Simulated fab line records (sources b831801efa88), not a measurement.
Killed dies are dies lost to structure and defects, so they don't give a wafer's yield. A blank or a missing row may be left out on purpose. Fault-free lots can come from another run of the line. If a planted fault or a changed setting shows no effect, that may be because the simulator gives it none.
Split-lot experiment / flow sfq-line / 15 wafers read across 5 lots, on a route 325 steps long

== THE SPLIT ==
At SFQ_TRILAYER_I0_VIA_LITHO_COAT_036 (resist thk 62 nm), the setting spin-rpm was moved away from the recipe's 3000 rpm on 4 of the 15 wafers read, by +2.0% to +7.1%. For the rest of the wafers, this setting stayed at what the recipe calls for.

== FROM THE SPLIT TO THE READING: what the file shows between them, 3 steps ==
- SFQ_TRILAYER_I0_VIA_LITHO_EXPOSE_032: exposes mask I0, target cd 500 nm (also split here: dose-mj)
- SFQ_TRILAYER_I0_VIA_LITHO_PEB_034: peb time 60 s
- SFQ_TRILAYER_I0_VIA_LITHO_DEVELOP_033: time 60 s

== THE READING ==
etch.depth-nm (the simulator's own value, which no gauge read), in nm, at SFQ_TRILAYER_I0_VIA_BARC_OPEN_VIA_ETCH_046 (etches BARC in O2, target depth 125 nm, time 43.03 s). The file does not state a usual value for it. Average 61.98 nm, standard deviation 0.21 nm, over the 11 wafers here run with the recipe.

wafer=L076.1; tool, chamber at the split=litho-track-04, 0; spin-rpm as run, rpm=3000; against the recipe=recipe; etch.depth-nm, nm=62.13; against lot-mates on the recipe=-
wafer=L076.2; tool, chamber at the split=litho-track-04, 0; spin-rpm as run, rpm=3060; against the recipe=+2.0%; etch.depth-nm, nm=61.42; against lot-mates on the recipe=-0.56
wafer=L076.3; tool, chamber at the split=litho-track-04, 0; spin-rpm as run, rpm=3060; against the recipe=+2.0%; etch.depth-nm, nm=61.39; against lot-mates on the recipe=-0.59
wafer=L076.5; tool, chamber at the split=litho-track-04, 0; spin-rpm as run, rpm=3060; against the recipe=+2.0%; etch.depth-nm, nm=61.31; against lot-mates on the recipe=-0.67
wafer=L076.6; tool, chamber at the split=litho-track-04, 0; spin-rpm as run, rpm=3000; against the recipe=recipe; etch.depth-nm, nm=61.84; against lot-mates on the recipe=-
wafer=L081.2; tool, chamber at the split=litho-track-02, 0; spin-rpm as run, rpm=3000; against the recipe=recipe; etch.depth-nm, nm=62.05; against lot-mates on the recipe=-
wafer=L081.3; tool, chamber at the split=litho-track-02, 0; spin-rpm as run, rpm=3000; against the recipe=recipe; etch.depth-nm, nm=61.84; against lot-mates on the recipe=-
wafer=L081.6; tool, chamber at the split=litho-track-02, 0; spin-rpm as run, rpm=3000; against the recipe=recipe; etch.depth-nm, nm=61.86; against lot-mates on the recipe=-
wafer=L082.2; tool, chamber at the split=litho-track-02, 0; spin-rpm as run, rpm=3000; against the recipe=recipe; etch.depth-nm, nm=61.87; against lot-mates on the recipe=-
wafer=L082.3; tool, chamber at the split=litho-track-02, 0; spin-rpm as run, rpm=3000; against the recipe=recipe; etch.depth-nm, nm=61.89; against lot-mates on the recipe=-
wafer=L083.1; tool, chamber at the split=litho-track-01, 0; spin-rpm as run, rpm=3000; against the recipe=recipe; etch.depth-nm, nm=61.69; against lot-mates on the recipe=-
wafer=L083.3; tool, chamber at the split=litho-track-01, 0; spin-rpm as run, rpm=3000; against the recipe=recipe; etch.depth-nm, nm=61.99; against lot-mates on the recipe=-
wafer=L084.2; tool, chamber at the split=litho-track-01, 0; spin-rpm as run, rpm=3213; against the recipe=+7.1%; etch.depth-nm, nm=60.08; against lot-mates on the recipe=-2.25
wafer=L084.3; tool, chamber at the split=litho-track-01, 0; spin-rpm as run, rpm=3000; against the recipe=recipe; etch.depth-nm, nm=62.47; against lot-mates on the recipe=-
wafer=L084.6; tool, chamber at the split=litho-track-01, 0; spin-rpm as run, rpm=3000; against the recipe=recipe; etch.depth-nm, nm=62.19; against lot-mates on the recipe=-

FIT RESULTS
A straight line over all 15 wafers: etch.depth-nm changes by -0.273 nm for each +1% of spin-rpm; r = -0.94; the points scatter about the line by 0.19 nm.
The same after taking each lot's own level away (the mean of its wafers on the recipe; 15 wafers): -0.315 nm for each +1%; r = -0.98; scatter 0.11 nm.
According to that fit, moving spin-rpm by its largest amount changes the reading by 2.2 nm.
The lots' own levels span 61.840 to 62.330 nm, that is 2.4 times the standard deviation above.
Hence the slope depends on the lot-to-lot level, as the two fits are not the same.
Check: for one of the wafers moved furthest among these (+7.1%), held out of the fit, the line's prediction against its lot-mates is -2.17 nm. It came out at -2.25 nm against them.

== THE OTHER SPLITS THESE WAFERS WENT THROUGH ==
Before the reading, these wafers also passed through other splits. Each is held against what the fit with the lots' levels taken away leaves over:
other split on the same wafers=SFQ_TRILAYER_L0_LITHO_COAT_005 resist-thk-nm; wafers away from the commonest value=3; r with etch.depth-nm (lot level and that fit taken away)=+0.42
other split on the same wafers=SFQ_TRILAYER_L0_VIA_LITHO_COAT_018 spin-rpm; wafers away from the commonest value=4; r with etch.depth-nm (lot level and that fit taken away)=+0.02
other split on the same wafers=SFQ_TRILAYER_L0_VIA_LITHO_PEB_016 peb-time-s; wafers away from the commonest value=7; r with etch.depth-nm (lot level and that fit taken away)=+0.09
other split on the same wafers=SFQ_TRILAYER_M0_DEP_SPUTTER_019 time-s; wafers away from the commonest value=2; r with etch.depth-nm (lot level and that fit taken away)=+0.37
other split on the same wafers=SFQ_TRILAYER_M0_LITHO_COAT_021 spin-rpm; wafers away from the commonest value=6; r with etch.depth-nm (lot level and that fit taken away)=-0.01
other split on the same wafers=SFQ_TRILAYER_M0_ETCH_METAL_ETCH_024 icp-w; wafers away from the commonest value=4; r with etch.depth-nm (lot level and that fit taken away)=-0.11
other split on the same wafers=SFQ_TRILAYER_I0_VIA_LITHO_EXPOSE_032 dose-mj; wafers away from the commonest value=4; r with etch.depth-nm (lot level and that fit taken away)=-0.20

== THE WHOLE CHAIN: every reading that the file lists as answering this split, in the file's order ==
step=SFQ_TRILAYER_I0_VIA_LITHO_COAT_036; what it does=resist thk 62 nm; reading=BARC_of_TRILAYER_I0_VIA_LITHO_COAT_036.thk-nm (the simulator's own value, which no gauge read); change (the file's fit)=-0.316 nm for each +1% of the setting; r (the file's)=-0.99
step=SFQ_TRILAYER_I0_VIA_BARC_OPEN_VIA_ETCH_046; what it does=etches BARC in O2, target depth 125 nm, time 43.03 s; reading=etch.depth-nm (the simulator's own value, which no gauge read); change (the file's fit)=-0.314 nm for each +1% of the setting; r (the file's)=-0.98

== FILE'S OWN FIT ==
etch.depth-nm changes by -0.314 nm for each +1% of spin-rpm, r = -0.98.
